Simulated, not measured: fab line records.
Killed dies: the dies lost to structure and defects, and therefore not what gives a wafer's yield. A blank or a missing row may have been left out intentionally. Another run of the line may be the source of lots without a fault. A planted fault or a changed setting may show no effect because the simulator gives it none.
2 desks looking at one fault	flow gf180mcu	only its own numbers are on each desk; what lay behind them is given at the end

DESK OF THE TOOL OWNER: wet bench-01
The tool's own readings at GF_TOP_METAL_STRIP_18 (strips in post etch residue remover, time 1200 s): means of the sampled wafers that have a number, for each lot that ran on this tool. The brackets show how far a lot's mean lies from the usual mean; more than 4 standard deviations puts the lot out of limits, marked OUT.
Columns: A = bath guard temp C at GF_TOP_METAL_STRIP_18, usual 72.5 C
lot	first seen here	A
L110	day 27 21:27	73.3
L111	day 28 07:26	72.5
L116	day 29 21:46	72.5
L118	day 30 16:43	72.8
L132	day 34 00:28	72.7
L133	day 34 03:11	72.5
This desk's finding: nothing out of limits on any of the 6 lots.

THE METROLOGY DESK
What the gauges read, lot by lot, whatever tool the lot ran on: means of the sampled wafers that have a number. The brackets show how far a lot's mean lies from the usual mean; more than 4 standard deviations puts the lot out of limits, marked OUT.
Columns: A = V5_CVD_00_THK at GF_V5_THK_MEAS_01, usual 299 nm
lot	first seen here	A
L110	day 26 02:36	300
L111	day 26 12:22	297
L116	day 28 03:59	301
L118	day 29 01:34	299
L123	day 30 11:54	300
L124	day 30 15:08	294
L125	day 30 23:38	297
L127	day 31 06:53	293
L129	day 31 19:53	306
L130	day 32 02:19	302
L132	day 32 14:07	300
L133	day 32 17:12	301
This desk's finding: nothing out of limits on any of the 12 lots.

TAKEN TOGETHER
The tool owner's desk saw nothing out of limits.
Metrology desk: nothing out of limits seen.

WHAT HAD BEEN PUT IN BY THE SIMULATOR
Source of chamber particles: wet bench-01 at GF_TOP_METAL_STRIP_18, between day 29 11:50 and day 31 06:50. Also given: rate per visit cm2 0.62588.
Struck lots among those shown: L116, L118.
